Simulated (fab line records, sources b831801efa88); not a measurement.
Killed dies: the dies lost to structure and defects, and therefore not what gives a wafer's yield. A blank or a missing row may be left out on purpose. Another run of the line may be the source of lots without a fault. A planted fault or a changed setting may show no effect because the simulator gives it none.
Which tool did it? ; flow gf180mcu ; Sampling: 6 lots, 18 wafers, 3 of 602 route steps

## WHAT THE GAUGES READ, wafer by wafer
GF_NSD_CD_MEAS_07 targets a cd of 400 nm.
lot;measured;on;cd-nm (nm)
L356;day 13 12:19;cd-sem-02;401.7 402.0 402.1
L359;day 14 08:19;cd-sem-02;400.6 400.8 401.8
L361;day 15 07:01;cd-sem-01;398.1 399.6 399.1
L372;day 19 04:52;cd-sem-02;398.8 401.5 399.5
L374;day 19 20:19;cd-sem-01;399.7 402.6 401.3
L376;day 20 12:13;cd-sem-02;404.9 403.8 404.0

## TOOL THAT RAN EACH LOT (tool first, then ch and the chambers of the sampled wafers, then the start)
lot;GF_HV_LDD_STRIP_22;GF_NSD_DEVELOP_06
L356;plasma-asher-04 ch 0,1, day 10 22:30;litho-track-03 ch 0, day 13 12:10
L359;plasma-asher-03 ch 0,1, day 11 15:52;litho-track-03 ch 0, day 14 08:10
L361;plasma-asher-03 ch 0,1, day 12 12:34;litho-track-02 ch 0, day 15 06:52
L372;plasma-asher-03 ch 0,1, day 16 03:50;litho-track-03 ch 0, day 19 04:43
L374;plasma-asher-04 ch 0,1, day 16 18:31;litho-track-03 ch 0, day 19 20:10
L376;plasma-asher-04 ch 0,1, day 17 11:13;litho-track-02 ch 0, day 20 12:04
- GF_HV_LDD_STRIP_22: strips in O2/N2.
- GF_NSD_DEVELOP_06: develop time 60 s.

## THE ANSWER, worked out from the rows above alone
Rule: the usual values come from the lots themselves. Put in order of their means at a reading, lots are off if they are a third of the lots or fewer, leave a main group of 4 or more, and stand apart from it by a gap of 3 or more times the standard deviation of the main group's means; of several such gaps the widest counts. A main group whose means are all the same, to the digits that the tables above print for the reading, isn't used. Also off: a lot with no number at a reading for which 4 or more lots have one. The other lots that the step has rows for count as sound.
No lot is off on any of the readings shown, so nothing can be concluded from this.

## WHAT THE SIMULATOR PUT IN
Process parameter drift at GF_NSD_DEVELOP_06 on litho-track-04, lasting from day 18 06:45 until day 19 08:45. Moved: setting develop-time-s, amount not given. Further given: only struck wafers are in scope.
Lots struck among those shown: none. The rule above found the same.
